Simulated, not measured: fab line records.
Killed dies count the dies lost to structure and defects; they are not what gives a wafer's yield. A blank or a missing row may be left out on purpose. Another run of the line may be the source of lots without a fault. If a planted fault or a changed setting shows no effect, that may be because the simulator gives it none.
Struck lot and sound lot, side by side || flow sky130 || 14 out of 708 route steps
Sound: the wafers L149.3, L149.4, L149.5. Wafers L140.1, L140.2, L140.6 were the ones struck. Last of all comes the cause.
At each step with rows: each side's tool, then ch and its chambers, then its first start. Under that, the readings that differ: sound wafers || struck wafers || difference of the means || sigmas: that difference in standard deviations of wafers without a fault.
alike: readings with means less than 2 such deviations apart, plus words and numbers identical on both sides. not compared: withheld readings, readings lacking a value on some wafer, bounds such as >300 that could conceal the same value, and numbers that have no deviation in the record and whose values overlap.
Wherever a step has rows on one side only, a row that says differs or no value, or a row with sigmas, the two part there. Numbers that have no deviation but don't overlap get no sigmas and don't part them. Lack of a reading on every wafer of one side parts them only where that side has two or more wafers.

first, 4 steps without rows for these wafers: SKY_METAL2_STRIP_21 (strips in post etch residue remover, time 1200 s); SKY_METAL2_CLEAN_22 (cleans in IPA, time 180 s); SKY_METAL2_CLEAN_23 (cleans in O3/DIW); SKY_VIA2_HDPCVD_00 (deposits SiO2, target thk 1180 nm, time 196.7 s).
SKY_VIA2_THK_MEAS_01:
  sound: film_metro-04 at day 42 04:01; struck: film_metro-03 at day 38 20:45
  alike: VIA2_HDPCVD_THK
SKY_VIA2_CMP_02: polishes SiO2.
  sound on cmp-01 ch 0,1, day 42 04:03; struck on cmp-02 ch 0,1,2, day 38 20:55
  alike: motor_current_A, slurry_flow_ml_min
SKY_VIA2_BOW_MEAS_03:
  sound: film_metro-03 at day 42 04:23; struck: film_metro-04 at day 38 21:07
  alike: VIA2_BOW
then, 5 steps without rows for these wafers: SKY_VIA2_DEHYDRATE_04 (time 60 s); SKY_VIA2_HMDS_05 (prime time 60 s); SKY_VIA2_COAT_06 (resist thk 60 nm); SKY_VIA2_COAT_07 (resist thk 450 nm); SKY_VIA2_SOFTBAKE_08 (time 90 s).
SKY_VIA2_EXPOSE_09: exposes mask VIM2, target cd 200 nm.
  sound on krf_scanner-01 ch 0, day 42 16:20; struck on krf_scanner-02, day 39 08:44
  no value came back on the struck wafers for exposure_dose_mJ_cm2, focus_offset_nm (nm), na; on the sound wafers exposure_dose_mJ_cm2 reads 37.94 37.96 37.97
  alike: mask
after that, 1 step had no rows for these wafers: SKY_VIA2_PEB_10.

## WHERE THEY PART
SKY_VIA2_EXPOSE_09 only, going by this record.

WHY: what the simulator had put in
Entire step skipped (krf_scanner-02, SKY_VIA2_EXPOSE_09), from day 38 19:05 onward. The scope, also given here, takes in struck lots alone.
